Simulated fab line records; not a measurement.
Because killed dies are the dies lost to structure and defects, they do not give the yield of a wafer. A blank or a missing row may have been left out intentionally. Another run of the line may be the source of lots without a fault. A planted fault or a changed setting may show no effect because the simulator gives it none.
Which tool did it? | flow sky130 | Sampling: 13 lots, 39 wafers, 5 of 708 route steps

WHAT THE GAUGES READ, wafer by wafer
SKY_VT_ADJUST_NCORE_CD_MEAS_07: the cd target is 380 nm. Usual: cd nm at 380.3 nm, with a standard deviation of 2.6.
lot  | measured     | on        | cd nm (nm)        | flag
L772 | day 8 20:49  | cd sem-01 | 384.3 384.9 384.0 |
L773 | day 9 08:10  | cd sem-01 | 377.3 377.7 378.8 |
L776 | day 10 04:06 | cd sem-02 | 378.7 378.0 378.3 |
L777 | day 10 12:01 | cd sem-01 | 377.7 377.5 378.4 |
L778 | day 10 22:27 | cd sem-01 | 377.0 376.7 378.9 |
L779 | day 11 03:02 | cd sem-02 | 378.1 377.2 376.0 |
L780 | day 11 06:04 | cd sem-02 | 376.3 375.7 375.4 |
L782 | day 12 02:28 | cd sem-02 | 378.6 380.3 379.4 |
L783 | day 12 10:49 | cd sem-02 | 381.2 382.1 383.8 |
L791 | day 14 16:08 | cd sem-02 | 381.3 382.7 383.1 |
L792 | day 14 21:53 | cd sem-02 | 380.8 384.1 382.7 |
L793 | day 15 05:49 | cd sem-01 | 380.7 381.4 381.7 |
L794 | day 15 08:01 | cd sem-01 | 382.8 379.8 379.8 |

SKY_VT_ADJUST_HVTR_OVL_MEAS_08. Usual: VT_ADJUST_HVTR_OVL gives -0.6 nm (standard deviation 1.5).
lot  | measured     | on         | VT_ADJUST_HVTR_OVL (nm) | flag
L772 | day 9 20:02  | overlay-02 | -0.9 -1.8 -1.4          |
L773 | day 10 06:54 | overlay-02 | 1.2 1.6 -0.3            |
L776 | day 11 02:24 | overlay-01 | 0.0 -2.3 -3.0           |
L777 | day 11 11:13 | overlay-02 | 0.2 -0.6 0.1            |
L778 | day 11 22:28 | overlay-02 | 0.0 -1.1 1.0            |
L779 | day 12 02:41 | overlay-02 | -1.9 -3.6 -2.4          |
L780 | day 12 05:39 | overlay-02 | -5.0 -3.8 -3.9          |
L782 | day 13 03:47 | overlay-01 | 2.2 2.6 1.3             |
L783 | day 13 11:36 | overlay-01 | 0.7 1.3 1.4             |
L791 | day 15 19:11 | overlay-02 | -0.3 -0.1 -0.3          |
L792 | day 16 01:17 | overlay-02 | -0.1 -0.5 -2.5          |
L793 | day 16 08:53 | overlay-02 | -2.3 -1.5 -1.4          |
L794 | day 16 12:09 | overlay-01 | 1.0 -1.4 -0.6           |

SKY_VT_ADJUST_PCH_OVL_MEAS_07. Usual: VT_ADJUST_PCH_OVL gives -0.4 nm (standard deviation 1.3).
lot  | measured     | on         | VT_ADJUST_PCH_OVL (nm) | flag
L772 | day 10 18:31 | overlay-02 | -1.7 -2.2 -2.9         |
L773 | day 11 05:20 | overlay-01 | -0.3 -0.2 0.3          |
L776 | day 12 02:10 | overlay-01 | -1.0 0.8 0.3           |
L777 | day 12 11:31 | overlay-01 | 0.3 -0.9 -1.1          |
L778 | day 12 22:52 | overlay-02 | -0.9 -0.4 -0.5         |
L779 | day 13 04:16 | overlay-02 | -1.8 -1.9 -0.2         |
L780 | day 13 07:16 | overlay-01 | 0.6 2.6 -0.1           |
L782 | day 14 05:54 | overlay-01 | 4.0 1.6 1.7            |
L783 | day 14 13:18 | overlay-01 | -0.3 1.7 -0.1          |
L791 | day 16 23:26 | overlay-01 | -0.6 -0.2 1.2          |
L792 | day 17 06:29 | overlay-01 | -1.6 0.4 -1.3          |
L793 | day 17 13:50 | overlay-01 | -1.7 0.2 0.7           |
L794 | day 17 17:14 | overlay-01 | 1.4 -0.8 0.9           |

SKY_VT_ADJUST_PCH_TW_MEAS_10. Usual: VT_ADJUST_PCH_TW gives 143.5 (standard deviation 0.9).
lot  | measured     | on            | VT_ADJUST_PCH_TW  | flag
L772 | day 10 18:49 | film metro-01 | 144.7 144.7 143.7 |
L773 | day 11 05:37 | film metro-02 | 142.5 142.4 142.0 |
L776 | day 12 02:27 | film metro-02 | 143.7 143.6 142.8 |
L777 | day 12 11:48 | film metro-03 | 142.4 142.7 142.1 |
L778 | day 12 23:09 | film metro-01 | 145.4 144.3 144.0 |
L779 | day 13 04:34 | film metro-01 | 143.6 143.2 143.3 |
L780 | day 13 07:33 | film metro-01 | 143.3 143.3 143.4 |
L782 | day 14 06:11 | film metro-01 | 143.4 143.3 142.7 |
L783 | day 14 13:35 | film metro-01 | 143.4 143.1 143.7 |
L791 | day 16 23:43 | film metro-01 | 113.1 111.7 112.3 | OFF
L792 | day 17 06:47 | film metro-03 | 110.1 109.6 110.0 | OFF
L793 | day 17 14:08 | film metro-02 | 142.7 143.6 143.7 |
L794 | day 17 17:31 | film metro-02 | 143.2 142.6 143.4 |

WHAT TOOL EACH LOT RAN ON (gives the tool, then ch and the chambers of the sampled wafers, and finally the start)
lot  | SKY_VT_ADJUST_PCH_IMPLANT_08
L772 | implanter-01 ch 0, day 10 18:37
L773 | implanter-02 ch 0, day 11 05:22
L776 | implanter-01 ch 0, day 12 02:12
L777 | implanter-01 ch 0, day 12 11:33
L778 | implanter-01 ch 0, day 12 22:54
L779 | implanter-01 ch 0, day 13 04:20
L780 | implanter-02 ch 0, day 13 07:18
L782 | implanter-04 ch 0, day 14 05:56
L783 | implanter-04 ch 0, day 14 13:20
L791 | implanter-01 ch 0, day 16 23:30
L792 | implanter-01 ch 0, day 17 06:32
L793 | implanter-02 ch 0, day 17 13:53
L794 | implanter-04 ch 0, day 17 17:16
- SKY_VT_ADJUST_PCH_IMPLANT_08

WHAT THE TOOLS THEMSELVES READ (means of the sampled wafers that have a number; where no wafer has one, the mark that the record gives instead)
SKY_VT_ADJUST_PCH_IMPLANT_08. Usual: dose ions cm2 4.998e+11, standard deviation 5.4e+08; end station pressure torr 5.02e-06 Torr, standard deviation 2.6e-07; faraday current uA 2.82, standard deviation 0.052.
lot  | tool         | dose ions cm2 | end station pressure torr (Torr) | faraday current uA | flag
L772 | implanter-01 | 5.000e+11     | 4.89e-06                         | 2.80               |
L773 | implanter-02 | 4.993e+11     | 4.91e-06                         | 2.76               |
L776 | implanter-01 | 4.997e+11     | 5.18e-06                         | 2.87               |
L777 | implanter-01 | 5.000e+11     | 5.37e-06                         | 2.81               |
L778 | implanter-01 | 4.996e+11     | 5.03e-06                         | 2.85               |
L779 | implanter-01 | 4.998e+11     | 5.07e-06                         | 2.83               |
L780 | implanter-02 | 5.001e+11     | 5.13e-06                         | 2.84               |
L782 | implanter-04 | 4.996e+11     | 5.13e-06                         | 2.79               |
L783 | implanter-04 | 4.995e+11     | 5.00e-06                         | 2.86               |
L791 | implanter-01 | 1.788e+11     | 5.12e-06                         | 1.01               | OFF
L792 | implanter-01 | 1.799e+11     | 5.22e-06                         | 1.00               | OFF
L793 | implanter-02 | 4.998e+11     | 4.63e-06                         | 2.83               |
L794 | implanter-04 | 4.994e+11     | 5.06e-06                         | 2.84               |

THE ANSWER, worked out from the rows above alone
Rule: take the mean of a lot's wafers that have a number; if it is more than 3 standard deviations from the usual mean, the lot is off. Also off: a lot with no number at a reading for which 4 or more lots have one. Where the step has rows for the other lots, those lots are counted as sound. Order of review: gauges by route order, followed by the tools' own readings, for which a lot's mean as printed above is used. At the first step where some lot is off, the reading lying furthest off is the one used; lots without a number count as furthest.
Off: L791, L792, at SKY_VT_ADJUST_PCH_TW_MEAS_10 (VT_ADJUST_PCH_TW).
A tool fits if, at a process step before that reading, it ran every lot that is off, and no sound lot after the first of them. The gauges at SKY_VT_ADJUST_PCH_TW_MEAS_10 aren't tried: what is off there is off at SKY_VT_ADJUST_PCH_IMPLANT_08 too, on other tools, and a gauge's error can't cause that. One candidate fits, namely implanter-01 at SKY_VT_ADJUST_PCH_IMPLANT_08. Its last sound lot is L779 (day 13 04:20), its first lot that is off L791 (day 16 23:30): a fault that began between those two fits.
The tool's own readings at SKY_VT_ADJUST_PCH_IMPLANT_08 bear it out: on the lots that are off they differ by more than 5 times the standard deviation of the sound lots' means. dose ions cm2 reads 1.794e+11 there against 4.997e+11 on the sound lots; faraday current uA reads 1.00 there against 2.83 on the sound lots.

WHAT THE SIMULATOR PUT IN
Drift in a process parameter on implanter-01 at SKY_VT_ADJUST_PCH_IMPLANT_08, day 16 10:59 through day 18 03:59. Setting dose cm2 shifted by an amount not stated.
Struck lots among those shown: L791, L792. The rule above reached the same finding.
